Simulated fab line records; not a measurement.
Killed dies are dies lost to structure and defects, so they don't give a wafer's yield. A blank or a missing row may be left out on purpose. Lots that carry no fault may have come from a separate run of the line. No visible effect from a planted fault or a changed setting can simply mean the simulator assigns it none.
Which tool is to blame? || flow sky130 || Sampling: 12 lots, 36 wafers, 5 of 708 route steps

WHAT THE GAUGES READ, wafer by wafer
SKY_NWELL_RS_MEAS_31: a four-point-probe measurement.
{"lot": "L289", "measured": "day 5 05:45", "on": "film_metro-03", "PWDE_RS (ohm/sq)": "5273 5272 5264"}
{"lot": "L290", "measured": "day 5 10:16", "on": "film_metro-03", "PWDE_RS (ohm/sq)": "5299 5299 5279"}
{"lot": "L291", "measured": "day 5 17:13", "on": "film_metro-04", "PWDE_RS (ohm/sq)": "5284 5258 5252"}
{"lot": "L292", "measured": "day 6 00:44", "on": "film_metro-03", "PWDE_RS (ohm/sq)": "5258 5283 5251"}
{"lot": "L293", "measured": "day 6 10:17", "on": "film_metro-02", "PWDE_RS (ohm/sq)": "5299 5287 5284"}
{"lot": "L294", "measured": "day 6 13:00", "on": "film_metro-02", "PWDE_RS (ohm/sq)": "5254 5273 5292"}
{"lot": "L295", "measured": "day 6 21:14", "on": "film_metro-03", "PWDE_RS (ohm/sq)": "5293 5303 5295"}
{"lot": "L303", "measured": "day 9 00:55", "on": "film_metro-02", "PWDE_RS (ohm/sq)": "5206 5196 5205"}
{"lot": "L306", "measured": "day 9 18:14", "on": "film_metro-02", "PWDE_RS (ohm/sq)": "5197 5202 5213"}
{"lot": "L307", "measured": "day 10 01:22", "on": "film_metro-03", "PWDE_RS (ohm/sq)": "5312 5313 5289"}
{"lot": "L308", "measured": "day 10 07:16", "on": "film_metro-02", "PWDE_RS (ohm/sq)": "5304 5302 5297"}
{"lot": "L310", "measured": "day 10 17:30", "on": "film_metro-03", "PWDE_RS (ohm/sq)": "5250 5271 5247"}

SKY_LDD_N_TW_MEAS_17.
{"lot": "L289", "measured": "day 17 20:50", "on": "film_metro-04", "LDD_N_TW": "2612 2598 2607"}
{"lot": "L290", "measured": "day 18 02:40", "on": "film_metro-02", "LDD_N_TW": "2630 2630 2632"}
{"lot": "L291", "measured": "day 18 16:10", "on": "film_metro-01", "LDD_N_TW": "2609 2613 2601"}
{"lot": "L292", "measured": "day 19 01:13", "on": "film_metro-02", "LDD_N_TW": "2622 2611 2629"}
{"lot": "L293", "measured": "day 19 12:01", "on": "film_metro-02", "LDD_N_TW": "2627 2620 2615"}
{"lot": "L294", "measured": "day 19 19:52", "on": "film_metro-04", "LDD_N_TW": "2612 2607 2609"}
{"lot": "L295", "measured": "day 20 11:58", "on": "film_metro-01", "LDD_N_TW": "2590 2590 2615"}
{"lot": "L303", "measured": "day 24 12:16", "on": "film_metro-01", "LDD_N_TW": "2588 2587 2598"}
{"lot": "L306", "measured": "day 24 10:43", "on": "film_metro-04", "LDD_N_TW": "2597 2603 2599"}
{"lot": "L307", "measured": "day 24 17:07", "on": "film_metro-01", "LDD_N_TW": "2577 2575 2598"}
{"lot": "L308", "measured": "day 24 23:01", "on": "film_metro-01", "LDD_N_TW": "2587 2579 2578"}
{"lot": "L310", "measured": "day 25 10:53", "on": "film_metro-04", "LDD_N_TW": "2599 2609 2607"}

SKY_LOCAL_INTERCONNECT_CD_MEAS_11 targets a cd of 170 nm.
{"lot": "L289", "measured": "day 30 12:20", "on": "cd_sem-01", "cd_nm (nm)": "168.5 167.7 170.0"}
{"lot": "L290", "measured": "day 30 16:47", "on": "cd_sem-01", "cd_nm (nm)": "171.1 171.5 170.3"}
{"lot": "L291", "measured": "day 31 02:02", "on": "cd_sem-01", "cd_nm (nm)": "172.3 170.0 171.5"}
{"lot": "L292", "measured": "day 31 12:52", "on": "cd_sem-01", "cd_nm (nm)": "168.2 169.6 170.9"}
{"lot": "L293", "measured": "day 31 22:35", "on": "cd_sem-02", "cd_nm (nm)": "170.8 170.7 168.8"}
{"lot": "L294", "measured": "day 32 02:43", "on": "cd_sem-01", "cd_nm (nm)": "169.2 167.1 167.4"}
{"lot": "L295", "measured": "day 32 19:23", "on": "cd_sem-01", "cd_nm (nm)": "168.8 170.1 170.5"}
{"lot": "L303", "measured": "day 36 09:02", "on": "cd_sem-01", "cd_nm (nm)": "170.4 171.1 169.6"}
{"lot": "L306", "measured": "day 36 05:49", "on": "cd_sem-01", "cd_nm (nm)": "170.6 170.4 171.2"}
{"lot": "L307", "measured": "day 36 14:07", "on": "cd_sem-02", "cd_nm (nm)": "168.4 169.7 170.8"}
{"lot": "L308", "measured": "day 36 15:23", "on": "cd_sem-02", "cd_nm (nm)": "167.8 168.2 166.5"}
{"lot": "L310", "measured": "day 37 02:53", "on": "cd_sem-01", "cd_nm (nm)": "169.4 168.4 168.7"}

WHICH TOOL RAN EACH LOT (tool, then ch and the chambers of the sampled wafers, then the start)
{"lot": "L289", "SKY_PWDE_IMPLANT_08": "implanter-02 ch 0, day 3 18:20", "SKY_SONOS_ONO_STRIP_17": "plasma_asher-02 ch 0,1, day 12 15:28"}
{"lot": "L290", "SKY_PWDE_IMPLANT_08": "implanter-03 ch 0, day 3 23:32", "SKY_SONOS_ONO_STRIP_17": "plasma_asher-01 ch 0,1, day 12 21:18"}
{"lot": "L291", "SKY_PWDE_IMPLANT_08": "implanter-03 ch 0, day 4 05:43", "SKY_SONOS_ONO_STRIP_17": "plasma_asher-01 ch 0,1, day 13 07:59"}
{"lot": "L292", "SKY_PWDE_IMPLANT_08": "implanter-02 ch 0, day 4 12:09", "SKY_SONOS_ONO_STRIP_17": "plasma_asher-01 ch 0,1, day 13 20:18"}
{"lot": "L293", "SKY_PWDE_IMPLANT_08": "implanter-04 ch 0, day 4 21:06", "SKY_SONOS_ONO_STRIP_17": "plasma_asher-02 ch 0,1, day 14 07:21"}
{"lot": "L294", "SKY_PWDE_IMPLANT_08": "implanter-04 ch 0, day 4 23:55", "SKY_SONOS_ONO_STRIP_17": "plasma_asher-02 ch 0,1, day 14 11:48"}
{"lot": "L295", "SKY_PWDE_IMPLANT_08": "implanter-02 ch 0, day 5 06:01", "SKY_SONOS_ONO_STRIP_17": "plasma_asher-03 ch 0,1, day 14 23:20"}
{"lot": "L303", "SKY_PWDE_IMPLANT_08": "implanter-04 ch 0, day 7 06:29", "SKY_SONOS_ONO_STRIP_17": "plasma_asher-02 ch 0,1, day 18 21:56"}
{"lot": "L306", "SKY_PWDE_IMPLANT_08": "implanter-04 ch 0, day 7 22:08", "SKY_SONOS_ONO_STRIP_17": "plasma_asher-01 ch 0,1, day 18 22:14"}
{"lot": "L307", "SKY_PWDE_IMPLANT_08": "implanter-02 ch 0, day 8 04:34", "SKY_SONOS_ONO_STRIP_17": "plasma_asher-02 ch 0,1, day 19 03:31"}
{"lot": "L308", "SKY_PWDE_IMPLANT_08": "implanter-02 ch 0, day 8 09:47", "SKY_SONOS_ONO_STRIP_17": "plasma_asher-01 ch 0,1, day 19 11:24"}
{"lot": "L310", "SKY_PWDE_IMPLANT_08": "implanter-03 ch 0, day 8 20:10", "SKY_SONOS_ONO_STRIP_17": "plasma_asher-01 ch 0,1, day 20 01:33"}
- SKY_PWDE_IMPLANT_08
- SKY_SONOS_ONO_STRIP_17: strips in O2/N2.

AS READ BY THE TOOLS THEMSELVES (means over the sampled wafers that have a number; for cases with no such wafer, the mark the record gives instead)
SKY_PWDE_IMPLANT_08.
{"lot": "L289", "tool": "implanter-02", "dose_ions_cm2": 3.603e+12}
{"lot": "L290", "tool": "implanter-03", "dose_ions_cm2": 3.602e+12}
{"lot": "L291", "tool": "implanter-03", "dose_ions_cm2": 3.605e+12}
{"lot": "L292", "tool": "implanter-02", "dose_ions_cm2": 3.602e+12}
{"lot": "L293", "tool": "implanter-04", "dose_ions_cm2": 3.602e+12}
{"lot": "L294", "tool": "implanter-04", "dose_ions_cm2": 3.602e+12}
{"lot": "L295", "tool": "implanter-02", "dose_ions_cm2": 3.600e+12}
{"lot": "L303", "tool": "implanter-04", "dose_ions_cm2": 3.666e+12}
{"lot": "L306", "tool": "implanter-04", "dose_ions_cm2": 3.669e+12}
{"lot": "L307", "tool": "implanter-02", "dose_ions_cm2": 3.601e+12}
{"lot": "L308", "tool": "implanter-02", "dose_ions_cm2": 3.603e+12}
{"lot": "L310", "tool": "implanter-03", "dose_ions_cm2": 3.599e+12}

SKY_SONOS_ONO_STRIP_17.
{"lot": "L289", "tool": "plasma_asher-02", "chamber_pressure_mTorr (mTorr)": 1500.8, "drypump_motor_current_A (A)": 5.2, "oes_product_au (a.u.)": 0.706, "strip_time_to_endpoint_s (s)": 14.07}
{"lot": "L290", "tool": "plasma_asher-01", "chamber_pressure_mTorr (mTorr)": 1499.7, "drypump_motor_current_A (A)": 5.7, "oes_product_au (a.u.)": 0.713, "strip_time_to_endpoint_s (s)": 14.10}
{"lot": "L291", "tool": "plasma_asher-01", "chamber_pressure_mTorr (mTorr)": 1499.2, "drypump_motor_current_A (A)": 5.9, "oes_product_au (a.u.)": 0.710, "strip_time_to_endpoint_s (s)": 14.13}
{"lot": "L292", "tool": "plasma_asher-01", "chamber_pressure_mTorr (mTorr)": 1500.2, "drypump_motor_current_A (A)": 5.9, "oes_product_au (a.u.)": 0.710, "strip_time_to_endpoint_s (s)": 14.10}
{"lot": "L293", "tool": "plasma_asher-02", "chamber_pressure_mTorr (mTorr)": 1501.1, "drypump_motor_current_A (A)": 5.2, "oes_product_au (a.u.)": 0.710, "strip_time_to_endpoint_s (s)": 14.15}
{"lot": "L294", "tool": "plasma_asher-02", "chamber_pressure_mTorr (mTorr)": 1500.5, "drypump_motor_current_A (A)": 5.2, "oes_product_au (a.u.)": 0.710, "strip_time_to_endpoint_s (s)": 14.11}
{"lot": "L295", "tool": "plasma_asher-03", "chamber_pressure_mTorr (mTorr)": 1500.3, "drypump_motor_current_A (A)": 6.2, "oes_product_au (a.u.)": 0.711, "strip_time_to_endpoint_s (s)": 14.08}
{"lot": "L303", "tool": "plasma_asher-02", "chamber_pressure_mTorr (mTorr)": 1499.4, "drypump_motor_current_A (A)": 5.2, "oes_product_au (a.u.)": 0.708, "strip_time_to_endpoint_s (s)": 14.13}
{"lot": "L306", "tool": "plasma_asher-01", "chamber_pressure_mTorr (mTorr)": 1501.0, "drypump_motor_current_A (A)": 5.9, "oes_product_au (a.u.)": 0.710, "strip_time_to_endpoint_s (s)": 14.11}
{"lot": "L307", "tool": "plasma_asher-02", "chamber_pressure_mTorr (mTorr)": 1501.2, "drypump_motor_current_A (A)": 5.2, "oes_product_au (a.u.)": 0.713, "strip_time_to_endpoint_s (s)": 14.09}
{"lot": "L308", "tool": "plasma_asher-01", "chamber_pressure_mTorr (mTorr)": 1500.3, "drypump_motor_current_A (A)": 5.9, "oes_product_au (a.u.)": 0.715, "strip_time_to_endpoint_s (s)": 14.10}
{"lot": "L310", "tool": "plasma_asher-01", "chamber_pressure_mTorr (mTorr)": 1500.6, "drypump_motor_current_A (A)": 5.7, "oes_product_au (a.u.)": 0.711, "strip_time_to_endpoint_s (s)": 14.11}

THE ANSWER, worked out from the rows above alone
Rule: usual is defined by the lots themselves. Put in order of their means at a reading, lots are off if they are a third of the lots or fewer, leave a main group of 4 or more, and stand apart from it by a gap of 3 or more times the standard deviation of the main group's means; of several such gaps the widest counts. The tables above print the reading to a certain number of digits; a main group whose means all agree to those digits is not used. Also off: a lot with no number at a reading for which 4 or more lots have one. All remaining lots with rows at the step are treated as sound. The gauges are gone through in route order, then the tools' own readings, and for those a lot's mean is taken as printed above. The first step at which some lot is off is used, and at that step the reading that is off furthest; a lot without a number counts as furthest.
Off: L303, L306, seen at SKY_NWELL_RS_MEAS_31 (PWDE_RS). The main group: mean 5281 ohm/sq, standard deviation 17.
A tool fits if, at a process step before that reading, it ran every lot that is off, and no sound lot after the first of them. The gauges at SKY_NWELL_RS_MEAS_31 aren't tried: what is off there is off at SKY_PWDE_IMPLANT_08 too, on other tools, and a gauge's error can't cause that. One candidate fits, namely implanter-04 at SKY_PWDE_IMPLANT_08. Its last sound lot is L294 (day 4 23:55), its first lot that is off L303 (day 7 06:29): a fault that began between those two fits.
The tool's own readings at SKY_PWDE_IMPLANT_08 bear it out: on the lots that are off they differ by more than 5 times the standard deviation of the sound lots' means. dose_ions_cm2 reads 3.668e+12 there against 3.602e+12 on the sound lots.

WHAT THE SIMULATOR HAD PUT IN
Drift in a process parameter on implanter-04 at SKY_PWDE_IMPLANT_08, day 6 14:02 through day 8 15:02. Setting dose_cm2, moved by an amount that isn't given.
Struck lots among those shown: L303, L306. Same finding as the rule above.
